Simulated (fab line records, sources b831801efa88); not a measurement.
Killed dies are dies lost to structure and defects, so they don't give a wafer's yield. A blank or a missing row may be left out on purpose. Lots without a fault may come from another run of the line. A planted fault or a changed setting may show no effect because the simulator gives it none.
Split-lot experiment | flow sky130 | 5 lots, 23 wafers read, on a route of 708 steps

THE SPLIT
At SKY_GATE_OXIDE_SOFTBAKE_06 (time 60 s), the setting temp_c was moved away from the recipe's 90 C on 6 of the 23 wafers read, by -3.9% to +2.5%. The other wafers ran this setting at the recipe's value.

FROM THE SPLIT TO THE READING: what the file shows between them, 2 steps
- SKY_GATE_OXIDE_EXPOSE_07: exposes mask LVOM, target cd 600 nm
- SKY_GATE_OXIDE_PEB_08

THE READING
NOVOLAK_of_GATE_OXIDE_COAT_05.thk_nm (the simulator's own value, which no gauge read), in nm, at SKY_GATE_OXIDE_DEVELOP_09 (develop time 60 s). The file gives no usual value for it. The 17 wafers here that ran the recipe average 1139 nm, standard deviation 3.2 nm.

wafer  | tool, chamber at the split | temp_c as run, C | against the recipe | NOVOLAK_of_GATE_OXIDE_COAT_05.thk_nm, nm | against lot-mates on the recipe
L075.1 | litho_track-01, 0          | 90               | recipe             | 1139                                     | -
L075.2 | litho_track-01, 0          | 90               | recipe             | 1139                                     | -
L075.3 | litho_track-01, 0          | 86.51            | -3.9%              | 1151                                     | +13
L075.4 | litho_track-01, 0          | 86.51            | -3.9%              | 1148                                     | +10
L075.5 | litho_track-01, 0          | 90               | recipe             | 1135                                     | -
L078.2 | litho_track-04, 0          | 90               | recipe             | 1137                                     | -
L078.3 | litho_track-04, 0          | 92.21            | +2.5%              | 1131                                     | -8
L078.4 | litho_track-04, 0          | 92.21            | +2.5%              | 1134                                     | -5
L078.5 | litho_track-04, 0          | 90               | recipe             | 1138                                     | -
L078.6 | litho_track-04, 0          | 90               | recipe             | 1141                                     | -
L079.2 | litho_track-01, 0          | 87.92            | -2.3%              | 1140                                     | +5
L079.3 | litho_track-01, 0          | 87.92            | -2.3%              | 1141                                     | +6
L079.4 | litho_track-01, 0          | 90               | recipe             | 1138                                     | -
L079.5 | litho_track-01, 0          | 90               | recipe             | 1136                                     | -
L079.6 | litho_track-01, 0          | 90               | recipe             | 1132                                     | -
L080.2 | litho_track-04, 0          | 90               | recipe             | 1142                                     | -
L080.6 | litho_track-04, 0          | 90               | recipe             | 1142                                     | -
L080.3 | litho_track-04, 0          | 90               | recipe             | 1141                                     | -
L080.4 | litho_track-04, 0          | 90               | recipe             | 1140                                     | -
L080.5 | litho_track-04, 0          | 90               | recipe             | 1139                                     | -
L084.1 | litho_track-04, 0          | 90               | recipe             | 1143                                     | -
L084.3 | litho_track-04, 0          | 90               | recipe             | 1146                                     | -
L084.6 | litho_track-04, 0          | 90               | recipe             | 1142                                     | -

THE FIT
A straight line over all 23 wafers: NOVOLAK_of_GATE_OXIDE_COAT_05.thk_nm changes by -2.27 nm for each +1% of temp_c; r = -0.73; the points scatter about the line by 3.3 nm.
The same after taking each lot's own level away (the mean of its wafers on the recipe; 23 wafers): -2.76 nm for each +1%; r = -0.92; scatter 1.8 nm.
On that fit, the largest move of temp_c shifts the reading by 11 nm.
The lots' own levels span 1135.3 to 1143.7 nm, that is 2.6 times the standard deviation above.
So the lot-to-lot level blurs the effect unless lot-mates are compared.
Check: with one of the wafers moved furthest among these (-3.9%) left out of the fit, the line predicts +9.65 nm for it against its lot-mates. It came out at +13.3 nm against them.

THE WHOLE CHAIN: every reading that the file lists as answering this split, in the file's order
step                      | what it does      | reading                                                                               | change (the file's fit)              | r (the file's)
SKY_GATE_OXIDE_DEVELOP_09 | develop time 60 s | NOVOLAK_of_GATE_OXIDE_COAT_05.thk_nm (the simulator's own value, which no gauge read) | -2.8 nm for each +1% of the setting  | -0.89
SKY_GATE_OXIDE_STRIP_13   | strips in O2/N2   | strip_time_to_endpoint_s                                                              | withheld for each +1% of the setting | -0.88

THE FILE'S OWN FIT
NOVOLAK_of_GATE_OXIDE_COAT_05.thk_nm changes by -2.8 nm for each +1% of temp_c, r = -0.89.
